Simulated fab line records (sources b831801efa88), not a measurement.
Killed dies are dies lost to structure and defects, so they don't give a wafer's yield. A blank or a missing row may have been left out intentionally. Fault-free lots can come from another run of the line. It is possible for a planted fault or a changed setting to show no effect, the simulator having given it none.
fab line records ; flow gf180mcu
[record] lots = 6; wafers = 18; lastDay = 34
route steps=602 shown VT_IMPLANT@119
lots that met no fault: taken from a fault-free run of the same line
startH: hours from the record's first day to the start of the lot's first wafer shown ; waitH: hours from the lot's prior step to this one ; " as in the row above ; L1.1+2: a single row standing in for several wafers ; - no value, or no start was given ; * or withheld: withheld ; < > ~ a bound
route shown NAME@n: NAME is a module with steps in the file, n the number in the route of the first one ; usual: mean/standard deviation taken from wafers without a fault ; same: alike in all rows ; chamber/n: place in a boat ; sites: per-site readings ; _std_site: their standard deviation ; _edge_site: outer sites' mean less inner sites' ; radiusMm: for every site, how far away it sits from the centre of the wafer ; mask NAME#n: copy n ; behind: the tool/chamber that last shaped the wafer ; hold: reason for holding the lot/hours on hold/outcome of the hold ; device: which transistor (n, p or np) failed to switch ; end of line: the same wafers' tests at the end of the route ; for a step that has no rows: nothing shown but its recipe ; killed: dies that structure and defects cost at the first sort, which is not the same as the wafer's yield ; map: dies across one wafer; x = killed, . = not, _ = none there
set.NAME: the setting the step ran with; set.NAME@STEP: the setting that earlier step ran with ; model.NAME: the simulator's own value behind a step, which no gauge read
a table for each step, a row for each wafer; lots at some steps of the route
services: the hour from which a tool's chamber was out of use, counted from the record's first day as startH (under 0 if before that day), plus the number of hours and why
[[steps]]
[step GF_VT_IMPLANT_OVL_MEAS_29]
[usual] VT_IMPLANT_02_OVL = 0.7/1.4
lot.wafer;tool;chamber;startH;waitH;VT_IMPLANT_02_OVL[nm]
L467.1;overlay-02;-;172.88;0.1;1.9
L467.3;overlay-02;-;172.88;0.1;2.7
L467.6;overlay-02;-;172.88;0.1;3.2
L471.1;overlay-01;-;198.08;0.1;2.0
L471.2;overlay-01;-;198.08;0.1;2.8
L471.3;overlay-01;-;198.08;0.1;1.6
L473.2;overlay-01;-;216.69;0.1;-0.4
L473.3;overlay-01;-;216.69;0.1;-1.5
L473.6;overlay-01;-;216.69;0.1;-1.3
L474.1;overlay-02;-;220.26;0.1;-0.1
L474.2;overlay-02;-;220.26;0.1;-0.4
L474.6;overlay-02;-;220.26;0.1;0.7
L476.1;overlay-01;-;235.16;0.1;2.1
L476.2;overlay-01;-;235.16;0.1;2.4
L476.5;overlay-01;-;235.16;0.1;0.8
L485.1;overlay-02;-;294.76;0.1;-1.9
L485.2;overlay-02;-;294.76;0.1;0.5
L485.6;overlay-02;-;294.76;0.1;-3.1
[step GF_VT_IMPLANT_IMPLANT_30]
[recipe] species = B; energyKev = 25; doseCm2 = 2.534e+12; tiltDeg = 7
[step GF_VT_IMPLANT_STRIP_31]
[recipe] chemistry = O2/N2; powerW = 1400; pressureMtorr = 1500; platenTempC = 250; o2FlowSccm = 3000; n2FlowSccm = 300; overashFraction = 0.5
[usual] drypumpMotorCurrentA = 5.8/0.32; heaterPowerW = 362/40; o2FlowSccm = 3000/8.1; oesProductAu = 0.716/0.004; stripTimeToEndpointS = 12.64/0.032
lot.wafer;tool;chamber;startH;waitH;drypumpMotorCurrentA;heaterPowerW;o2FlowSccm;oesProductAu;rfHoursCounterH;stripTimeToEndpointS
L467.1;plasmaAsher-02;0;173.07;0.1;5.5;339;2998;0.713;40;12.63
L467.3;plasmaAsher-02;1;173.07;0.1;5.6;298;2998;0.719;-;12.63
L467.6;plasmaAsher-02;0;173.07;0.1;5.5;334;3003;0.709;-;12.62
L471.1;plasmaAsher-03;1;198.27;0.1;5.9;368;3011;0.716;8;12.68
L471.2;plasmaAsher-03;0;198.27;0.1;5.5;390;2996;0.719;8;12.70
L471.3;plasmaAsher-03;0;198.27;0.1;5.5;381;3007;0.716;-;12.69
L473.2;plasmaAsher-01;0;216.87;0.1;6.4;421;3003;0.722;56;12.66
L473.3;plasmaAsher-01;0;216.87;0.1;6.4;424;2999;0.711;-;12.66
L473.6;plasmaAsher-01;1;216.87;0.1;5.9;347;2990;0.713;-;12.69
L474.1;plasmaAsher-03;0;220.45;0.1;5.5;385;3000;0.718;10;12.60
L474.2;plasmaAsher-03;1;220.45;0.1;5.8;374;2998;0.714;10;12.67
L474.6;plasmaAsher-03;1;220.45;0.1;5.9;374;3003;0.719;-;12.60
L476.1;plasmaAsher-03;1;235.35;0.1;5.9;372;2994;0.716;12;12.71
L476.2;plasmaAsher-03;0;235.35;0.1;5.5;394;2989;0.715;12;12.67
L476.5;plasmaAsher-03;1;235.35;0.1;5.8;375;3002;0.714;-;12.68
L485.1;plasmaAsher-02;0;294.95;0.1;5.5;330;2987;0.721;52;12.64
L485.2;plasmaAsher-02;1;294.95;0.1;5.6;296;2997;0.710;52;12.61
L485.6;plasmaAsher-02;1;294.95;0.1;5.6;298;3001;0.722;-;12.63
[step GF_VT_IMPLANT_TW_MEAS_32]
[usual] VT_IMPLANT_3_TW = 269.0/2.5
lot.wafer;tool;chamber;startH;waitH;VT_IMPLANT_3_TW
L467.1;filmMetro-04;-;173.19;0.1;265.6
L467.3;filmMetro-04;-;173.19;0.1;266.6
L467.6;filmMetro-04;-;173.19;0.1;266.4
L471.1;filmMetro-01;-;198.37;0.1;270.8
L471.2;filmMetro-01;-;198.37;0.1;270.6
L471.3;filmMetro-01;-;198.37;0.1;270.9
L473.2;filmMetro-01;-;216.98;0.1;271.9
L473.3;filmMetro-01;-;216.98;0.1;272.5
L473.6;filmMetro-01;-;216.98;0.1;270.5
L474.1;filmMetro-04;-;220.55;0.1;264.1
L474.2;filmMetro-04;-;220.55;0.1;264.5
L474.6;filmMetro-04;-;220.55;0.1;265.3
L476.1;filmMetro-01;-;235.45;0.1;270.0
L476.2;filmMetro-01;-;235.45;0.1;272.1
L476.5;filmMetro-01;-;235.45;0.1;271.1
L485.1;filmMetro-04;-;295.05;0.1;267.9
L485.2;filmMetro-04;-;295.05;0.1;267.4
L485.6;filmMetro-04;-;295.05;0.1;267.0
[step GF_VT_IMPLANT_DEHYDRATE_33]
[recipe] tempC = 200; timeS = 60
[step GF_VT_IMPLANT_HMDS_34]
[recipe] primeTimeS = 60; primeTempC = 120
[step GF_VT_IMPLANT_COAT_35]
[recipe] resist = NOVOLAK; spinRpm = 3000; resistThkNm = 1000
[step GF_VT_IMPLANT_SOFTBAKE_36]
[recipe] tempC = 90; timeS = 60; resist = NOVOLAK
[step GF_VT_IMPLANT_EXPOSE_37]
[recipe] maskId = Nwell_HV_AREA; targetCdNm = 860; na = 0.6; sourceShape = conventional; sigmaOuter = 0.6; doseMj = 140
[step GF_VT_IMPLANT_PEB_38]
[recipe] tempC = withheld; timeS = *; resist = NOVOLAK
[step GF_VT_IMPLANT_DEVELOP_39]
[recipe] developTimeS = 58.98; devTempC = 23
[step GF_VT_IMPLANT_OVL_MEAS_40]
[usual] VT_IMPLANT_03_OVL = 0.1/1.4
lot.wafer;tool;chamber;startH;waitH;VT_IMPLANT_03_OVL[nm]
L467.1;overlay-01;-;189.53;0.1;0.4
L467.3;overlay-01;-;189.53;0.1;-1.1
L467.6;overlay-01;-;189.53;0.1;0.6
L471.1;overlay-02;-;215.41;0.1;1.6
L471.2;overlay-02;-;215.41;0.1;1.6
L471.3;overlay-02;-;215.41;0.1;2.2
L473.2;overlay-01;-;234.87;0.1;1.0
L473.3;overlay-01;-;234.87;0.1;0.2
L473.6;overlay-01;-;234.87;0.1;0.7
L474.1;overlay-02;-;239.20;0.1;0.6
L474.2;overlay-02;-;239.20;0.1;-0.1
L474.6;overlay-02;-;239.20;0.1;1.4
L476.1;overlay-02;-;254.06;0.1;-1.2
L476.2;overlay-02;-;254.06;0.1;-2.6
L476.5;overlay-02;-;254.06;0.1;-1.7
L485.1;overlay-01;-;315.43;0.1;0.4
L485.2;overlay-01;-;315.43;0.1;3.5
L485.6;overlay-01;-;315.43;0.1;1.7
[step GF_VT_IMPLANT_IMPLANT_41]
[recipe] species = As; energyKev = 70; doseCm2 = 1.013e+12; tiltDeg = 7
[usual] beamOnS = 9.96/0.21; doseIonsCm2 = 1.0132e+12/1e+09; faradayCurrentUA = 5.74/0.12; tiltDeg = 6.997/0.022
lot.wafer;tool;chamber;startH;waitH;beamOnS;doseIonsCm2;faradayCurrentUA;tiltDeg
L467.1;implanter-04;0;189.57;0.0;9.86;1.0123e+12;5.79;7.002
L467.3;implanter-04;0;189.57;0.0;9.61;1.014e+12;5.97;6.977
L467.6;implanter-04;0;189.57;0.0;10.02;1.0125e+12;5.72;6.975
L471.1;implanter-04;0;215.45;0.0;10.07;1.014e+12;5.68;7.035
L471.2;implanter-04;0;215.45;0.0;10.00;1.0142e+12;5.72;7.056
L471.3;implanter-04;0;215.45;0.0;10.53;1.0139e+12;5.39;7.046
L473.2;implanter-03;0;234.92;0.0;9.86;1.0106e+12;5.78;7.006
L473.3;implanter-03;0;234.92;0.0;10.01;1.0118e+12;5.72;6.994
L473.6;implanter-03;0;234.92;0.0;9.84;1.0137e+12;5.81;7.006
L474.1;implanter-04;0;239.23;0.0;9.92;5.4627e+12;31.01;6.986
L474.2;implanter-04;0;239.23;0.0;9.96;5.462e+12;31.04;7.015
L474.6;implanter-04;0;239.23;0.0;10.12;5.4607e+12;30.46;6.987
L476.1;implanter-04;0;254.10;0.0;9.94;5.4638e+12;31.01;6.989
L476.2;implanter-04;0;254.10;0.0;9.78;5.4632e+12;31.43;6.965
L476.5;implanter-04;0;254.10;0.0;9.90;5.4634e+12;31.04;7.016
L485.1;implanter-01;0;315.47;0.0;9.96;1.0129e+12;5.72;6.979
L485.2;implanter-01;0;315.47;0.0;9.59;1.0142e+12;5.95;6.940
L485.6;implanter-01;0;315.47;0.0;10.56;1.013e+12;5.41;6.984
[step GF_VT_IMPLANT_STRIP_42]
[recipe] chemistry = O2/N2; powerW = 1400; pressureMtorr = 1500; platenTempC = 250; o2FlowSccm = 3000; n2FlowSccm = 300; overashFraction = 0.5
[usual] drypumpMotorCurrentA = 5.8/0.32; heaterPowerW = 365/38; o2FlowSccm = 2999/8.2; oesProductAu = 0.716/0.0049; stripTimeToEndpointS = 12.64/0.035
lot.wafer;tool;chamber;startH;waitH;drypumpMotorCurrentA;heaterPowerW;o2FlowSccm;oesProductAu;rfHoursCounterH;stripTimeToEndpointS
L467.1;plasmaAsher-01;0;189.72;0.1;6.4;422;3006;0.710;53;12.63
L467.3;plasmaAsher-01;1;189.72;0.1;5.9;359;3013;0.721;-;12.62
L467.6;plasmaAsher-01;1;189.72;0.1;5.9;358;2995;0.709;-;12.66
L471.1;plasmaAsher-03;0;215.60;0.1;5.4;388;2986;0.714;10;12.62
L471.2;plasmaAsher-03;1;215.60;0.1;5.9;369;3003;0.721;10;12.63
L471.3;plasmaAsher-03;0;215.60;0.1;5.5;397;3002;0.718;-;12.64
L473.2;plasmaAsher-02;1;235.05;0.1;5.6;289;3004;0.715;46;12.68
L473.3;plasmaAsher-02;0;235.05;0.1;5.5;330;3003;0.717;-;12.66
L473.6;plasmaAsher-02;0;235.05;0.1;5.5;331;2991;0.713;-;12.65
L474.1;plasmaAsher-03;0;239.38;0.1;5.5;393;2984;0.710;13;12.64
L474.2;plasmaAsher-03;1;239.38;0.1;5.8;369;2990;0.711;13;12.64
L474.6;plasmaAsher-03;0;239.38;0.1;5.5;393;2993;0.713;-;12.63
L476.1;plasmaAsher-02;1;254.25;0.1;5.6;297;3014;0.719;47;12.70
L476.2;plasmaAsher-02;0;254.25;0.1;5.5;330;2998;0.720;47;12.70
L476.5;plasmaAsher-02;1;254.25;0.1;5.6;303;2996;0.720;-;12.69
L485.1;plasmaAsher-01;1;315.62;0.1;5.9;352;2998;0.717;66;12.65
L485.2;plasmaAsher-01;0;315.62;0.1;6.4;420;3003;0.713;66;12.63
L485.6;plasmaAsher-01;1;315.62;0.1;5.9;359;2998;0.720;-;12.64
[step GF_VT_IMPLANT_TW_MEAS_43]
[usual] VT_IMPLANT_4_TW = 690/6.6
lot.wafer;tool;chamber;startH;waitH;hold;VT_IMPLANT_4_TW
L467.1;filmMetro-01;-;189.82;0.1;-;693
L467.3;filmMetro-01;-;189.82;0.1;-;698
L467.6;filmMetro-01;-;189.82;0.1;-;696
L471.1;filmMetro-01;-;215.70;0.1;-;694
L471.2;filmMetro-01;-;215.70;0.1;-;695
L471.3;filmMetro-01;-;215.70;0.1;-;692
L473.2;filmMetro-01;-;235.16;0.1;-;694
L473.3;filmMetro-01;-;235.16;0.1;-;695
L473.6;filmMetro-01;-;235.16;0.1;-;696
L474.1;filmMetro-04;-;239.51;0.1;awaitDispo/0.2h/release;1167
L474.2;filmMetro-04;-;239.51;0.1;awaitDispo/0.2h/release;1169
L474.6;filmMetro-04;-;239.51;0.1;awaitDispo/0.2h/release;1165
L474.1;filmMetro-04;-;239.77;0.3;-;1160
L474.2;filmMetro-04;-;239.77;0.3;-;1169
L474.6;filmMetro-04;-;239.77;0.3;-;1159
L476.1;filmMetro-04;-;254.35;0.1;awaitDispo/0.2h/release;1175
L476.2;filmMetro-04;-;254.35;0.1;awaitDispo/0.2h/release;1172
L476.5;filmMetro-04;-;254.35;0.1;awaitDispo/0.2h/release;1172
L476.1;filmMetro-04;-;254.61;0.3;-;1171
L476.2;filmMetro-04;-;254.61;0.3;-;1170
L476.5;filmMetro-04;-;254.61;0.3;-;1174
L485.1;filmMetro-03;-;315.72;0.1;-;684
L485.2;filmMetro-03;-;315.72;0.1;-;681
L485.6;filmMetro-03;-;315.72;0.1;-;679
[[services]]
tool;chamber;startH;hours;kind
implanter-01;-;152.04;3.7;pm
implanter-03;-;160.52;2.2;repair
implanter-03;-;212.02;2.4;repair
plasmaAsher-02;-;213.67;12.6;repair
implanter-03;-;217.88;5.2;pm
plasmaAsher-02;-;239.49;2.8;pm
plasmaAsher-02;-;256.68;2.0;repair
implanter-04;-;288.12;4.2;repair
plasmaAsher-02;-;296.84;4.7;repair
[[key]]
[firstSign] step = GF_VT_IMPLANT_IMPLANT_41; reading = doseIonsCm2; direction = up; sigmas = 99+; usual = 1.0132e+12; struck = 5.4626e+12
[effect] step = GF_VT_IMPLANT_IMPLANT_41; reading = faradayCurrentUA; direction = up; sigmas = 99+; usual = 5.74; struck = 31.00
[effect] step = GF_VT_IMPLANT_TW_MEAS_43; reading = visit; direction = added
[effect] step = GF_VT_IMPLANT_TW_MEAS_43; reading = VT_IMPLANT_4_TW; direction = up; sigmas = 72; usual = 690; struck = 1170
metAt GF_VT_IMPLANT_IMPLANT_41
struckWafers L474.1,L474.2,L474.6,L476.1,L476.2,L476.5
scrappedBehind GF_VT_IMPLANT_TW_MEAS_43 L474.1,L474.2,L474.6,L476.1,L476.2,L476.5
onsetBetween 215.45 239.23
[fault] kind = processParameterDrift; tool = implanter-04; chamber = -; onsetH = 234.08; steps = GF_VT_IMPLANT_IMPLANT_41; channel = doseCm2; offset = 4.4501e+12; shape = step; endH = 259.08; actsIn = theseRecipesOnly; stated = 1.013e+12
